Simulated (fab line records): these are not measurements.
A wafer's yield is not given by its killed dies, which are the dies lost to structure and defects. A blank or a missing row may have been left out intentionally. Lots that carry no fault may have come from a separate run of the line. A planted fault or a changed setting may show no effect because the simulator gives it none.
Which tool did it? || flow gf180mcu || 42 wafers from 14 lots sampled at 6 of the route's 602 steps

## WHAT THE GAUGES READ, wafer by wafer
GF_NWELL_OVL_MEAS_07.
{"lot": "L249", "measured": "day 3 09:52", "on": "overlay-02", "NWELL_OVL (nm)": "-4.2 -4.2 -2.9"}
{"lot": "L250", "measured": "day 3 12:46", "on": "overlay-02", "NWELL_OVL (nm)": "-0.5 -2.2 -1.1"}
{"lot": "L251", "measured": "day 3 17:55", "on": "overlay-01", "NWELL_OVL (nm)": "3.3 2.0 2.1"}
{"lot": "L252", "measured": "day 3 23:43", "on": "overlay-01", "NWELL_OVL (nm)": "1.6 2.5 2.6"}
{"lot": "L254", "measured": "day 4 10:22", "on": "overlay-02", "NWELL_OVL (nm)": "-0.6 0.6 0.5"}
{"lot": "L257", "measured": "day 5 04:11", "on": "overlay-01", "NWELL_OVL (nm)": "-2.4 0.4 -0.4"}
{"lot": "L258", "measured": "day 5 07:19", "on": "overlay-01", "NWELL_OVL (nm)": "2.5 1.7 1.0"}
{"lot": "L259", "measured": "day 5 13:16", "on": "overlay-01", "NWELL_OVL (nm)": "-0.7 0.3 -1.9"}
{"lot": "L260", "measured": "day 5 20:25", "on": "overlay-02", "NWELL_OVL (nm)": "-3.6 0.5 -2.3"}
{"lot": "L265", "measured": "day 6 23:07", "on": "overlay-02", "NWELL_OVL (nm)": "0.9 0.7 0.8"}
{"lot": "L267", "measured": "day 7 10:31", "on": "overlay-02", "NWELL_OVL (nm)": "-0.6 -2.7 -2.6"}
{"lot": "L268", "measured": "day 7 15:53", "on": "overlay-01", "NWELL_OVL (nm)": "-2.4 -1.4 -0.7"}
{"lot": "L269", "measured": "day 7 20:53", "on": "overlay-02", "NWELL_OVL (nm)": "-2.1 -2.6 -2.9"}
{"lot": "L270", "measured": "day 8 00:46", "on": "overlay-02", "NWELL_OVL (nm)": "-2.4 -1.1 -1.9"}

GF_MVPSD_OVL_MEAS_07.
{"lot": "L249", "measured": "day 5 02:04", "on": "overlay-01", "MVPSD_OVL (nm)": "-2.0 0.5 0.2"}
{"lot": "L250", "measured": "day 5 06:04", "on": "overlay-02", "MVPSD_OVL (nm)": "-3.0 -1.8 -1.9"}
{"lot": "L251", "measured": "day 5 11:47", "on": "overlay-02", "MVPSD_OVL (nm)": "0.0 0.4 0.7"}
{"lot": "L252", "measured": "day 5 17:25", "on": "overlay-02", "MVPSD_OVL (nm)": "-3.2 -2.2 -0.3"}
{"lot": "L254", "measured": "day 6 05:23", "on": "overlay-02", "MVPSD_OVL (nm)": "0.2 -0.3 0.2"}
{"lot": "L257", "measured": "day 7 00:25", "on": "overlay-02", "MVPSD_OVL (nm)": "-1.8 -1.9 -2.6"}
{"lot": "L258", "measured": "day 7 05:04", "on": "overlay-02", "MVPSD_OVL (nm)": "0.1 0.9 0.4"}
{"lot": "L259", "measured": "day 7 12:11", "on": "overlay-01", "MVPSD_OVL (nm)": "-0.7 -1.2 -1.7"}
{"lot": "L260", "measured": "day 7 19:01", "on": "overlay-02", "MVPSD_OVL (nm)": "-1.2 -3.1 -3.9"}
{"lot": "L265", "measured": "day 9 00:13", "on": "overlay-01", "MVPSD_OVL (nm)": "- - -"}
{"lot": "L267", "measured": "day 9 12:46", "on": "overlay-02", "MVPSD_OVL (nm)": "- - -"}
{"lot": "L268", "measured": "day 9 18:16", "on": "overlay-02", "MVPSD_OVL (nm)": "-0.5 0.3 -0.7"}
{"lot": "L269", "measured": "day 10 01:59", "on": "overlay-01", "MVPSD_OVL (nm)": "-0.5 -1.8 -0.2"}
{"lot": "L270", "measured": "day 10 04:40", "on": "overlay-02", "MVPSD_OVL (nm)": "-0.7 -0.8 0.9"}

GF_MVPSD_TW_MEAS_11.
{"lot": "L249", "measured": "day 5 02:30", "on": "film-metro-04", "MVPSD_TW": "549 547 548"}
{"lot": "L250", "measured": "day 5 06:30", "on": "film-metro-03", "MVPSD_TW": "555 558 555"}
{"lot": "L251", "measured": "day 5 12:13", "on": "film-metro-01", "MVPSD_TW": "556 558 554"}
{"lot": "L252", "measured": "day 5 17:51", "on": "film-metro-03", "MVPSD_TW": "558 560 556"}
{"lot": "L254", "measured": "day 6 05:49", "on": "film-metro-04", "MVPSD_TW": "552 555 551"}
{"lot": "L257", "measured": "day 7 00:52", "on": "film-metro-03", "MVPSD_TW": "556 558 557"}
{"lot": "L258", "measured": "day 7 05:31", "on": "film-metro-04", "MVPSD_TW": "548 549 548"}
{"lot": "L259", "measured": "day 7 12:37", "on": "film-metro-01", "MVPSD_TW": "557 560 555"}
{"lot": "L260", "measured": "day 7 19:27", "on": "film-metro-01", "MVPSD_TW": "558 555 559"}
{"lot": "L265", "measured": "day 9 00:39", "on": "film-metro-04", "MVPSD_TW": "30 30 30"}
{"lot": "L267", "measured": "day 9 13:13", "on": "film-metro-04", "MVPSD_TW": "30 30 30"}
{"lot": "L268", "measured": "day 9 18:43", "on": "film-metro-01", "MVPSD_TW": "557 556 555"}
{"lot": "L269", "measured": "day 10 02:25", "on": "film-metro-01", "MVPSD_TW": "560 558 560"}
{"lot": "L270", "measured": "day 10 05:06", "on": "film-metro-01", "MVPSD_TW": "561 560 559"}

GF_VT_IMPLANT_OVL_MEAS_29.
{"lot": "L249", "measured": "day 6 21:49", "on": "overlay-02", "VT_IMPLANT_02_OVL (nm)": "-1.5 0.0 -1.3"}
{"lot": "L250", "measured": "day 7 03:28", "on": "overlay-02", "VT_IMPLANT_02_OVL (nm)": "0.6 -0.3 -1.2"}
{"lot": "L251", "measured": "day 7 09:28", "on": "overlay-01", "VT_IMPLANT_02_OVL (nm)": "0.3 -1.5 1.3"}
{"lot": "L252", "measured": "day 7 15:34", "on": "overlay-02", "VT_IMPLANT_02_OVL (nm)": "1.8 3.0 2.4"}
{"lot": "L254", "measured": "day 8 04:52", "on": "overlay-02", "VT_IMPLANT_02_OVL (nm)": "-0.4 -0.1 -0.4"}
{"lot": "L257", "measured": "day 9 00:41", "on": "overlay-01", "VT_IMPLANT_02_OVL (nm)": "0.0 0.8 -0.2"}
{"lot": "L258", "measured": "day 9 07:22", "on": "overlay-01", "VT_IMPLANT_02_OVL (nm)": "-0.6 -2.5 0.4"}
{"lot": "L259", "measured": "day 9 14:40", "on": "overlay-02", "VT_IMPLANT_02_OVL (nm)": "1.7 1.2 1.2"}
{"lot": "L260", "measured": "day 9 22:10", "on": "overlay-01", "VT_IMPLANT_02_OVL (nm)": "2.3 1.3 1.1"}
{"lot": "L265", "measured": "day 11 06:13", "on": "overlay-01", "VT_IMPLANT_02_OVL (nm)": "0.1 -0.5 -0.4"}
{"lot": "L267", "measured": "day 11 18:31", "on": "overlay-01", "VT_IMPLANT_02_OVL (nm)": "2.5 0.6 0.0"}
{"lot": "L268", "measured": "day 12 01:55", "on": "overlay-01", "VT_IMPLANT_02_OVL (nm)": "2.1 1.5 4.0"}
{"lot": "L269", "measured": "day 12 10:37", "on": "overlay-01", "VT_IMPLANT_02_OVL (nm)": "-1.0 0.2 -0.7"}
{"lot": "L270", "measured": "day 12 13:04", "on": "overlay-02", "VT_IMPLANT_02_OVL (nm)": "1.4 0.6 0.2"}

GF_POLY_GATE_OVL_MEAS_11.
{"lot": "L249", "measured": "day 9 06:29", "on": "overlay-02", "POLY_GATE_OVL (nm)": "-7 2 -12"}
{"lot": "L250", "measured": "day 9 10:41", "on": "overlay-01", "POLY_GATE_OVL (nm)": "-4 4 4"}
{"lot": "L251", "measured": "day 9 16:03", "on": "overlay-02", "POLY_GATE_OVL (nm)": "-4 -4 -5"}
{"lot": "L252", "measured": "day 9 22:38", "on": "overlay-02", "POLY_GATE_OVL (nm)": "-6 -7 1"}
{"lot": "L254", "measured": "day 10 17:05", "on": "overlay-02", "POLY_GATE_OVL (nm)": "-1 -10 2"}
{"lot": "L257", "measured": "day 11 13:07", "on": "overlay-01", "POLY_GATE_OVL (nm)": "-10 -6 -13"}
{"lot": "L258", "measured": "day 11 20:17", "on": "overlay-02", "POLY_GATE_OVL (nm)": "0 3 10"}
{"lot": "L259", "measured": "day 12 08:00", "on": "overlay-02", "POLY_GATE_OVL (nm)": "0 -3 -2"}
{"lot": "L260", "measured": "day 12 14:50", "on": "overlay-02", "POLY_GATE_OVL (nm)": "2 -11 2"}
{"lot": "L265", "measured": "day 13 23:26", "on": "overlay-01", "POLY_GATE_OVL (nm)": "4 11 -7"}
{"lot": "L267", "measured": "day 14 13:06", "on": "overlay-02", "POLY_GATE_OVL (nm)": "5 1 5"}
{"lot": "L268", "measured": "day 14 21:39", "on": "overlay-01", "POLY_GATE_OVL (nm)": "3 -6 -7"}
{"lot": "L269", "measured": "day 15 06:23", "on": "overlay-01", "POLY_GATE_OVL (nm)": "0 -12 -4"}
{"lot": "L270", "measured": "day 15 07:47", "on": "overlay-02", "POLY_GATE_OVL (nm)": "2 -14 -3"}

## WHAT TOOL EACH LOT RAN ON (gives the tool, then ch and the chambers of the sampled wafers, and finally the start)
{"lot": "L249", "GF_MVPSD_DEVELOP_06": "litho-track-01 ch 0, day 5 01:00"}
{"lot": "L250", "GF_MVPSD_DEVELOP_06": "litho-track-04 ch 0, day 5 05:00"}
{"lot": "L251", "GF_MVPSD_DEVELOP_06": "litho-track-03 ch 0, day 5 11:00"}
{"lot": "L252", "GF_MVPSD_DEVELOP_06": "litho-track-01 ch 0, day 5 17:00"}
{"lot": "L254", "GF_MVPSD_DEVELOP_06": "litho-track-03 ch 0, day 6 05:00"}
{"lot": "L257", "GF_MVPSD_DEVELOP_06": "litho-track-04 ch 0, day 7 00:00"}
{"lot": "L258", "GF_MVPSD_DEVELOP_06": "litho-track-04 ch 0, day 7 04:00"}
{"lot": "L259", "GF_MVPSD_DEVELOP_06": "litho-track-03 ch 0, day 7 12:00"}
{"lot": "L260", "GF_MVPSD_DEVELOP_06": "litho-track-01 ch 0, day 7 18:00"}
{"lot": "L265", "GF_MVPSD_DEVELOP_06": "litho-track-04 ch 0, day 9 00:00"}
{"lot": "L267", "GF_MVPSD_DEVELOP_06": "litho-track-04 ch 0, day 9 12:00"}
{"lot": "L268", "GF_MVPSD_DEVELOP_06": "litho-track-01 ch 0, day 9 18:00"}
{"lot": "L269", "GF_MVPSD_DEVELOP_06": "litho-track-03 ch 0, day 10 01:00"}
{"lot": "L270", "GF_MVPSD_DEVELOP_06": "litho-track-01 ch 0, day 10 04:00"}
- GF_MVPSD_DEVELOP_06: develop time 60 s.

## WHAT THE TOOLS THEMSELVES READ (means of the sampled wafers that have a number; where no wafer has one, the mark that the record gives instead)
GF_MVPSD_DEVELOP_06.
{"lot": "L249", "tool": "litho-track-01", "developer-temp-C (C)": 23.07}
{"lot": "L250", "tool": "litho-track-04", "developer-temp-C (C)": 22.95}
{"lot": "L251", "tool": "litho-track-03", "developer-temp-C (C)": 23.05}
{"lot": "L252", "tool": "litho-track-01", "developer-temp-C (C)": 22.99}
{"lot": "L254", "tool": "litho-track-03", "developer-temp-C (C)": 23.04}
{"lot": "L257", "tool": "litho-track-04", "developer-temp-C (C)": 22.97}
{"lot": "L258", "tool": "litho-track-04", "developer-temp-C (C)": 22.92}
{"lot": "L259", "tool": "litho-track-03", "developer-temp-C (C)": 22.94}
{"lot": "L260", "tool": "litho-track-01", "developer-temp-C (C)": 22.85}
{"lot": "L265", "tool": "litho-track-04", "developer-temp-C (C)": 22.95}
{"lot": "L267", "tool": "litho-track-04", "developer-temp-C (C)": 22.96}
{"lot": "L268", "tool": "litho-track-01", "developer-temp-C (C)": 22.94}
{"lot": "L269", "tool": "litho-track-03", "developer-temp-C (C)": 23.05}
{"lot": "L270", "tool": "litho-track-01", "developer-temp-C (C)": 22.89}

## THE ANSWER, worked out from the rows above alone
Rule: usual is defined by the lots themselves. Put in order of their means at a reading, lots are off if they are a third of the lots or fewer, leave a main group of 4 or more, and stand apart from it by a gap of 3 or more times the standard deviation of the main group's means; of several such gaps the widest counts. A main group is skipped when, at the precision printed for the reading in the tables above, its means are all equal. Also off: a lot with no number at a reading for which 4 or more lots have one. Where the step has rows for the other lots, those lots are counted as sound. The gauges are gone through in route order, then the tools' own readings, and for those a lot's mean is taken as printed above. At the first step where some lot is off, the reading lying furthest off is the one used; lots without a number count as furthest.
Off: L265, L267, at GF_MVPSD_OVL_MEAS_07 (MVPSD_OVL). Without a number there: L265, L267. Main group: mean -0.9 nm, sd 1.
A tool fits if, at a process step before that reading, it ran every lot that is off, and no sound lot after the first of them. Not tried: the gauges at GF_MVPSD_OVL_MEAS_07; whatever is off there is also off at GF_MVPSD_TW_MEAS_11, on other tools, and gauge error can't account for it. One fits: GF_MVPSD_DEVELOP_06 on litho-track-04. Its last sound lot is L258 (day 7 04:00), its first lot that is off L265 (day 9 00:00): a fault that began between those two fits.

## WHAT THE SIMULATOR HAD INSERTED
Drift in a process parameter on litho-track-04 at GF_MVPSD_DEVELOP_06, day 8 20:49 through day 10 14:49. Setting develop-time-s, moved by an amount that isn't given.
Shown lots that were struck: L265, L267. The rule above found the same.
